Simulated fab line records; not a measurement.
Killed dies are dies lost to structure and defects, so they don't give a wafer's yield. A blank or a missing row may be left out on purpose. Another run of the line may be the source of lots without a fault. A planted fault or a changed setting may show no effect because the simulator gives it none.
Which of the tools did it?    flow sky130    13 lots with 39 wafers sampled at 6 steps, on a route of 708 steps

WHAT THE GAUGES SHOWED, per wafer
SKY_NWELL_THK_MEAS_02.
lot   measured     on            NWELL_OXIDATION_THK (nm)
L954  day 2 17:44  filmMetro-03  10.03 9.99 10.08
L955  day 3 00:02  filmMetro-04  9.85 9.84 10.02
L956  day 3 04:17  filmMetro-04  10.13 10.02 10.12
L957  day 3 07:39  filmMetro-02  9.99 10.11 10.28
L961  day 4 06:42  filmMetro-02  9.88 9.74 9.91
L962  day 4 14:13  filmMetro-04  9.88 9.69 9.68
L963  day 4 16:44  filmMetro-02  10.14 10.31 10.23
L966  day 5 12:02  filmMetro-04  9.93 10.00 10.08
L970  day 6 04:17  filmMetro-03  10.11 10.02 10.18
L972  day 6 18:11  filmMetro-04  10.16 10.05 9.99
L974  day 7 10:21  filmMetro-03  9.97 10.04 10.12
L975  day 7 20:04  filmMetro-02  10.26 10.14 10.14
L976  day 7 20:05  filmMetro-04  10.04 10.06 9.96

SKY_NWELL_TW_MEAS_26.
lot   measured      on            NWELL_2_TW
L954  day 5 13:31   filmMetro-02  494 493 493
L955  day 5 21:26   filmMetro-02  494 493 493
L956  day 6 02:17   filmMetro-02  494 496 496
L957  day 6 06:34   filmMetro-02  494 498 497
L961  day 7 12:35   filmMetro-03  502 502 504
L962  day 7 18:10   filmMetro-02  493 494 492
L963  day 7 19:37   filmMetro-04  499 501 502
L966  day 8 17:37   filmMetro-04  499 501 502
L970  day 9 12:34   filmMetro-04  500 502 498
L972  day 10 04:40  filmMetro-04  503 504 500
L974  day 10 22:34  filmMetro-03  500 501 502
L975  day 11 11:43  filmMetro-03  496 501 498
L976  day 11 11:59  filmMetro-04  499 500 498

SKY_VT_ADJUST_LVTN_OVL_MEAS_18.
lot   measured      on          VT_ADJUST_LVTN_01_OVL (nm)
L954  day 7 23:56   overlay-01  1.3 1.0 0.8
L955  day 8 07:59   overlay-02  1.1 -0.5 1.1
L956  day 8 12:23   overlay-01  1.0 -1.3 -0.5
L957  day 8 16:43   overlay-01  0.1 0.2 -0.6
L961  day 10 04:34  overlay-01  1.4 1.9 0.9
L962  day 10 09:10  overlay-02  -1.4 0.7 1.7
L963  day 10 12:52  overlay-01  0.7 1.1 -0.1
L966  day 11 13:37  overlay-01  - - -
L970  day 12 10:55  overlay-02  0.5 -0.9 1.7
L972  day 13 06:49  overlay-02  3.1 2.6 4.8
L974  day 14 02:19  overlay-01  2.5 0.2 0.7
L975  day 14 17:16  overlay-01  1.3 2.5 2.1
L976  day 14 17:32  overlay-02  0.5 2.0 1.2

SKY_VT_ADJUST_LVTN_TW_MEAS_21.
lot   measured      on            VT_ADJUST_LVTN_2_TW
L954  day 8 00:13   filmMetro-01  190.3 190.3 189.3
L955  day 8 08:19   filmMetro-01  189.3 190.8 191.6
L956  day 8 12:40   filmMetro-04  190.1 189.9 189.5
L957  day 8 17:01   filmMetro-04  189.6 189.5 189.6
L961  day 10 04:52  filmMetro-02  186.6 188.0 188.8
L962  day 10 09:27  filmMetro-02  188.8 187.6 188.3
L963  day 10 13:10  filmMetro-01  189.7 191.8 190.1
L966  day 11 13:55  filmMetro-04  30.3 30.3 30.3
L970  day 12 11:13  filmMetro-04  189.5 190.4 189.5
L972  day 13 07:07  filmMetro-02  188.9 187.9 188.5
L974  day 14 02:37  filmMetro-01  190.5 190.2 190.1
L975  day 14 17:34  filmMetro-04  189.9 189.0 189.5
L976  day 14 17:49  filmMetro-04  189.7 189.5 188.9

TOOL THAT RAN EACH LOT (tool first, then ch and the chambers of the sampled wafers, then the start)
lot   SKY_NWELL_STRIP_14                   SKY_VT_ADJUST_LVTN_EXPOSE_15
L954  plasmaAsher-01 ch 0,1, day 4 19:46   ilineStepper-02 ch 0, day 7 15:23
L955  plasmaAsher-04 ch 0,1, day 5 03:04   ilineStepper-01 ch 0, day 7 21:22
L956  plasmaAsher-01 ch 0,1, day 5 07:31   ilineStepper-02 ch 0, day 8 02:16
L957  plasmaAsher-04 ch 0,1, day 5 11:22   ilineStepper-01 ch 0, day 8 07:14
L961  plasmaAsher-04 ch 0,1, day 6 17:40   ilineStepper-02 ch 0, day 9 17:10
L962  plasmaAsher-02 ch 0,1, day 6 23:22   ilineStepper-02 ch 0, day 9 22:19
L963  plasmaAsher-01 ch 0,1, day 7 00:44   ilineStepper-02 ch 0, day 10 02:13
L966  plasmaAsher-02 ch 0,1, day 7 20:22   ilineStepper-01 ch 0, day 11 02:32
L970  plasmaAsher-01 ch 0,1, day 8 14:31   ilineStepper-01 ch 0, day 11 22:40
L972  plasmaAsher-04 ch 0,1, day 9 06:22   ilineStepper-01 ch 0, day 12 18:04
L974  plasmaAsher-02 ch 0,1, day 9 23:34   ilineStepper-01 ch 0, day 13 13:44
L975  plasmaAsher-01 ch 0,1, day 10 11:58  ilineStepper-01 ch 0, day 14 03:34
L976  plasmaAsher-02 ch 0,1, day 10 12:20  ilineStepper-02 ch 0, day 14 04:02
- SKY_NWELL_STRIP_14: strips in O2/N2.
- SKY_VT_ADJUST_LVTN_EXPOSE_15: exposes mask HVN STD DERIVED, target cd 600 nm.

WHAT THE TOOLS THEMSELVES READ (means of the sampled wafers that have a number; where no wafer has one, the mark that the record gives instead)
SKY_NWELL_STRIP_14.
lot   tool            drypumpMotorCurrentA (A)  oesProductAu (a.u.)  stripTimeToEndpointS (s)
L954  plasmaAsher-01  5.2                       0.724                36.96
L955  plasmaAsher-04  6.0                       0.721                36.95
L956  plasmaAsher-01  5.2                       0.728                36.93
L957  plasmaAsher-04  6.1                       0.723                36.91
L961  plasmaAsher-04  6.1                       0.723                36.90
L962  plasmaAsher-02  5.8                       0.725                36.83
L963  plasmaAsher-01  5.2                       0.722                36.98
L966  plasmaAsher-02  5.6                       0.723                36.78
L970  plasmaAsher-01  5.2                       0.721                36.87
L972  plasmaAsher-04  6.1                       0.723                36.93
L974  plasmaAsher-02  5.6                       0.720                36.94
L975  plasmaAsher-01  5.2                       0.722                36.81
L976  plasmaAsher-02  5.7                       0.720                36.97

SKY_VT_ADJUST_LVTN_EXPOSE_15.
lot   tool             stageVelMmS (mm/s)
L954  ilineStepper-02  500.18
L955  ilineStepper-01  499.76
L956  ilineStepper-02  500.16
L957  ilineStepper-01  499.99
L961  ilineStepper-02  500.09
L962  ilineStepper-02  500.10
L963  ilineStepper-02  500.07
L966  ilineStepper-01  499.68
L970  ilineStepper-01  500.10
L972  ilineStepper-01  500.22
L974  ilineStepper-01  499.66
L975  ilineStepper-01  499.91
L976  ilineStepper-02  500.30

THE ANSWER, worked out from the rows above alone
Rule: usual is defined by the lots themselves. The widest of any qualifying gaps counts: lots, ordered by their means at a reading, are off when they make up no more than a third of the lots, leave a main group of 4 or more, and stand apart from it by 3 or more times the standard deviation of that group's means. If all means in a main group match to the digits the tables above print for the reading, that group is not used. Also off: a lot with no number at a reading for which 4 or more lots have one. The other lots that the step has rows for count as sound. The gauges are gone through in route order, then the tools' own readings, and for those a lot's mean is taken as printed above. The first step at which some lot is off is used, and at that step the reading that is off furthest; a lot without a number counts as furthest.
Off: L966, seen at SKY_VT_ADJUST_LVTN_OVL_MEAS_18 (VT_ADJUST_LVTN_01_OVL). Without a number there: L966. The main group has a mean of 1.0 nm with a standard deviation of 0.97.
If a tool, at a process step before that reading, ran all the lots that are off and no sound lot after the first of them, it fits. The gauges at SKY_VT_ADJUST_LVTN_OVL_MEAS_18 aren't tried: what is off there is off at SKY_VT_ADJUST_LVTN_TW_MEAS_21 too, on other tools, and a gauge's error can't cause that. Of those tried, none fits.

WHAT THE SIMULATOR HAD PUT IN
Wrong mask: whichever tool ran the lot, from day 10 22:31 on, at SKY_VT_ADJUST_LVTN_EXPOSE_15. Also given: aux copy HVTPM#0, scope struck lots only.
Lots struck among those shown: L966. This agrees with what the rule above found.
